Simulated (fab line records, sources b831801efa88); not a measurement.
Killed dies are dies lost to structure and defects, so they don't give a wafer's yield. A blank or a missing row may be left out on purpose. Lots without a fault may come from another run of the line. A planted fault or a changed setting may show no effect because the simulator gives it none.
Chamber matching | flow gf180mcu | GF_CONTACT_CMP_27 on cmp-01: 4 sister chambers
The step polishes, stops on SiO2, t overpolish 15 s, target thk 0 nm. 8 wafers are shown with their chamber, then 8 later ones without.

WAFERS WITH THEIR CHAMBER
wafer  | chamber | motor_current_A (A) | time_to_endpoint_s (s)
L698.1 | 0       | 12.4                | 71
L698.3 | 3       | 13.1                | 75
L698.5 | 0       | 11.3                | 72
L699.5 | 1       | 11.7                | 72
L700.1 | 2       | 12.5                | 67
L700.5 | 2       | 12.6                | 68
L700.6 | 1       | 12.5                | 72
L702.2 | 3       | 13.5                | 72

WAFERS WITHOUT THEIR CHAMBER
wafer  | motor_current_A (A) | time_to_endpoint_s (s)
L702.4 | 11.1                | 74
L702.6 | 13.1                | 71
L705.1 | 11.0                | 75
L705.4 | 11.3                | 71
L705.6 | 12.9                | 76
L708.1 | 12.0                | 72
L708.3 | 12.7                | 74
L708.6 | 11.5                | 75

WHICH CHAMBER EACH WENT THROUGH
wafer  | from the rows above               | in truth
L702.4 | can't be placed: 0 or 1 or 3      | 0
L702.6 | can't be placed: 1 or 3 or 0 or 2 | 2
L705.1 | can't be placed: 1 or 0 or 3      | 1
L705.4 | can't be placed: 0 or 1           | 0
L705.6 | can't be placed: 3 or 1           | 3
L708.1 | can't be placed: 1 or 0           | 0
L708.3 | can't be placed: 3 or 1 or 0      | 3
L708.6 | can't be placed: 1 or 0 or 3      | 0
Placed correctly: 0 of 8. Can't be placed from these rows: 8 (the true chamber is among the candidates in 8). Placed wrongly: 0.
How it was worked out, from the rows above alone: a wafer's distance from a chamber is the root of the sum, over the readings, of the square of ((its reading less the chamber's mean) divided by the reading's scatter). The wafer belongs to the nearest chamber; if the next one is less than 2 further off, it can't be placed. A chamber's mean is the mean of its shown wafers. The scatter: the root of (the sum of the squares of (reading less its chamber's mean) over the shown wafers, divided by (wafers less chambers)).
